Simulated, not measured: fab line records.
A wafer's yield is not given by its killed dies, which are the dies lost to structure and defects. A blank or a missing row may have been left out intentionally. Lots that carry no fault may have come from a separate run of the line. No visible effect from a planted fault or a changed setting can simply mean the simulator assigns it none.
Which tool did it? :: flow sky130 :: 11 lots, 33 wafers sampled, at 2 steps of a route of 708

== WHAT EACH GAUGE READ, for each wafer ==
SKY_POLY_GATE_THK_MEAS_21.
lot: L524
measured: day 17 16:09
on: film metro-02
POLY_GATE_OXIDATION_THK (nm): 3.98 3.99 4.03

lot: L525
measured: day 17 16:08
on: film metro-04
POLY_GATE_OXIDATION_THK (nm): 3.98 3.97 3.86

lot: L528
measured: day 19 18:16
on: film metro-03
POLY_GATE_OXIDATION_THK (nm): 4.02 4.06 4.08

lot: L530
measured: day 19 18:16
on: film metro-02
POLY_GATE_OXIDATION_THK (nm): 4.00 3.95 4.06

lot: L532
measured: day 20 00:00
on: film metro-03
POLY_GATE_OXIDATION_THK (nm): 4.04 4.03 3.98

lot: L534
measured: day 20 09:10
on: film metro-04
POLY_GATE_OXIDATION_THK (nm): 4.15 4.43 4.51

lot: L533
measured: day 20 10:25
on: film metro-04
POLY_GATE_OXIDATION_THK (nm): 5.08 5.15 5.07

lot: L535
measured: day 20 15:10
on: film metro-02
POLY_GATE_OXIDATION_THK (nm): 3.97 4.00 3.97

lot: L543
measured: day 23 17:13
on: film metro-04
POLY_GATE_OXIDATION_THK (nm): 3.98 4.04 3.91

lot: L544
measured: day 23 21:16
on: film metro-04
POLY_GATE_OXIDATION_THK (nm): 3.92 4.02 4.04

lot: L547
measured: day 24 20:16
on: film metro-02
POLY_GATE_OXIDATION_THK (nm): 3.99 4.02 4.05

== TOOL THAT RAN EACH LOT (tool first, then ch and the chambers of the sampled wafers, then the start) ==
lot: L524
SKY_POLY_GATE_OXIDATION_20: furnace-01 ch 0, day 17 14:53

lot: L525
SKY_POLY_GATE_OXIDATION_20: furnace-01 ch 0, day 17 14:53

lot: L528
SKY_POLY_GATE_OXIDATION_20: furnace-02 ch 0, day 19 17:01

lot: L530
SKY_POLY_GATE_OXIDATION_20: furnace-02 ch 0, day 19 17:01

lot: L532
SKY_POLY_GATE_OXIDATION_20: furnace-01 ch 0, day 19 22:45

lot: L534
SKY_POLY_GATE_OXIDATION_20: furnace-02 ch 0, day 20 07:55

lot: L533
SKY_POLY_GATE_OXIDATION_20: furnace-02 ch 0, day 20 09:10

lot: L535
SKY_POLY_GATE_OXIDATION_20: furnace-01 ch 0, day 20 13:55

lot: L543
SKY_POLY_GATE_OXIDATION_20: furnace-02 ch 0, day 23 15:58

lot: L544
SKY_POLY_GATE_OXIDATION_20: furnace-02 ch 0, day 23 19:59

lot: L547
SKY_POLY_GATE_OXIDATION_20: furnace-02 ch 0, day 24 19:01
- SKY_POLY_GATE_OXIDATION_20: stabilise 600 s, purge 300 s, target thk 4 nm.

== THE ANSWER, worked out from the rows above alone ==
Rule: the lots themselves supply what counts as usual. Put in order of their means at a reading, lots are off if they are a third of the lots or fewer, leave a main group of 4 or more, and stand apart from it by a gap of 3 or more times the standard deviation of the main group's means; of several such gaps the widest counts. The tables above print the reading to a certain number of digits; a main group whose means all agree to those digits is not used. A lot without any number at a reading at which 4 lots or more have one is off too. All remaining lots with rows at the step are treated as sound.
Off: L534, L533, at SKY_POLY_GATE_THK_MEAS_21 (POLY_GATE_OXIDATION_THK). The main group has a mean of 4.00 nm with a standard deviation of 0.031.
A tool fits if, at a process step before that reading, it ran every lot that is off, and no sound lot after the first of them. The gauges at SKY_POLY_GATE_THK_MEAS_21 are tried like those tools. No candidate that was tried fits.

== WHAT THE SIMULATOR PUT IN ==
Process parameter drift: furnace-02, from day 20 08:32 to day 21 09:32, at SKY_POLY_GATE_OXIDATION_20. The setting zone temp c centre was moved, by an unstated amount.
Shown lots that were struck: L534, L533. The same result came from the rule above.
